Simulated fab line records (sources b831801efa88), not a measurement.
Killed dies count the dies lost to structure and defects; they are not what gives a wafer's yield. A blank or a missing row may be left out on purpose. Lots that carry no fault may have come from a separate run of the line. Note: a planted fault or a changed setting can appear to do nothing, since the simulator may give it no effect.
What tool caused it? -- flow sfq_line -- 7 lots, 21 wafers sampled, at 2 steps of a route of 325

WHAT THE GAUGES SHOWED, per wafer
SFQ_I2_BOW_MEAS_917.
lot,measured,on,I2_BOW (um)
L101,day 18 08:26,film_metro-02,17 18 14
L103,day 19 10:37,film_metro-01,1 0 -3
L106,day 20 15:13,film_metro-03,7 4 3
L108,day 21 06:16,film_metro-02,15 12 8
L115,day 23 19:02,film_metro-01,10 -12 9
L117,day 24 11:00,film_metro-01,17 13 11
L123,day 26 19:05,film_metro-03,21 7 7

WHICH TOOL RAN EACH LOT (tool, then ch and the chambers of the sampled wafers, then the start)
lot,SFQ_TRILAYER_M2_BARC_OPEN_METAL_ETCH_077
L101,"rie_metal-02 ch 0,1, day 18 02:28"
L103,"rie_metal-04 ch 1, day 18 21:34"
L106,"rie_metal-02 ch 0,1, day 20 03:07"
L108,"rie_metal-03 ch 0,1, day 20 22:20"
L115,"rie_metal-04 ch 0,1, day 23 02:39"
L117,"rie_metal-03 ch 0, day 23 18:17"
L123,"rie_metal-04 ch 0,1, day 25 20:33"
- SFQ_TRILAYER_M2_BARC_OPEN_METAL_ETCH_077: etches BARC in O2, target depth 125 nm, time 41.7 s.

THE ANSWER, worked out from the rows above alone
Rule: the lots themselves supply what counts as usual. The widest of any qualifying gaps counts: lots, ordered by their means at a reading, are off when they make up no more than a third of the lots, leave a main group of 4 or more, and stand apart from it by 3 or more times the standard deviation of that group's means. Not used: any main group whose means are identical at the precision the tables above print for the reading. Also off: a lot with no number at a reading for which 4 or more lots have one. All remaining lots with rows at the step are treated as sound.
Across all readings shown, no lot is off: no conclusion can be drawn from this.

WHAT THE SIMULATOR HAD INSERTED
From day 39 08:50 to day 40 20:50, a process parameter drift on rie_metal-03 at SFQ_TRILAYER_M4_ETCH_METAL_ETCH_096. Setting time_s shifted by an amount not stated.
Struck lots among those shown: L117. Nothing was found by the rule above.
